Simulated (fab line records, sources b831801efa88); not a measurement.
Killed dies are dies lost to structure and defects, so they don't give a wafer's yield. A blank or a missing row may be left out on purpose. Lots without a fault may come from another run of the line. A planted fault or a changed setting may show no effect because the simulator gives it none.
Chamber matching | flow sky130 | SKY_VIA2_CMP_02 on cmp-02: 4 sister chambers
The step polishes SiO2. 8 wafers are shown with their chamber, then 12 later ones without.

WAFERS WITH THEIR CHAMBER
wafer  | chamber | motor_current_A (A) | platen_rpm (rpm)
L089.1 | 2       | 9.7                 | 59.99
L089.6 | 3       | 11.2                | 60.03
L090.2 | 2       | 10.6                | 59.95
L090.3 | 1       | 11.8                | 60.01
L090.6 | 0       | 11.0                | 60.01
L091.2 | 0       | 11.0                | 60.03
L091.3 | 1       | 10.9                | 60.03
L091.5 | 3       | 11.3                | 59.99

WAFERS WITHOUT THEIR CHAMBER
wafer  | motor_current_A (A) | platen_rpm (rpm)
L092.2 | 10.7                | 60.05
L092.4 | 10.7                | 59.94
L092.5 | 10.9                | 59.89
L093.2 | 11.2                | 59.99
L093.4 | 10.2                | 60.04
L093.6 | 11.1                | 60.02
L095.1 | 11.7                | 60.02
L095.4 | 10.0                | 60.02
L095.5 | 11.1                | 59.99
L097.2 | 11.7                | 60.02
L097.3 | 11.3                | 59.98
L097.6 | 11.8                | 60.01

WHICH CHAMBER EACH WENT THROUGH
wafer  | from the rows above               | in truth
L092.2 | can't be placed: 0 or 1 or 3      | 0
L092.4 | can't be placed: 2 or 3 or 0      | 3
L092.5 | can't be placed: 2 or 3 or 0 or 1 | 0
L093.2 | can't be placed: 3 or 1 or 0 or 2 | 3
L093.4 | can't be placed: 0 or 3 or 1 or 2 | 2
L093.6 | can't be placed: 0 or 1 or 3      | 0
L095.1 | can't be placed: 1 or 3 or 0      | 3
L095.4 | can't be placed: 0 or 2 or 3 or 1 | 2
L095.5 | can't be placed: 3 or 0 or 1 or 2 | 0
L097.2 | can't be placed: 1 or 3 or 0      | 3
L097.3 | can't be placed: 3 or 1 or 0 or 2 | 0
L097.6 | can't be placed: 1 or 3 or 0      | 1
Placed correctly: 0 of 12. Can't be placed from these rows: 12 (the true chamber is among the candidates in 12). Placed wrongly: 0.
How it was worked out, from the rows above alone: a wafer's distance from a chamber is the root of the sum, over the readings, of the square of ((its reading less the chamber's mean) divided by the reading's scatter). The wafer belongs to the nearest chamber; if the next one is less than 2 further off, it can't be placed. A chamber's mean is the mean of its shown wafers. The scatter: the root of (the sum of the squares of (reading less its chamber's mean) over the shown wafers, divided by (wafers less chambers)).
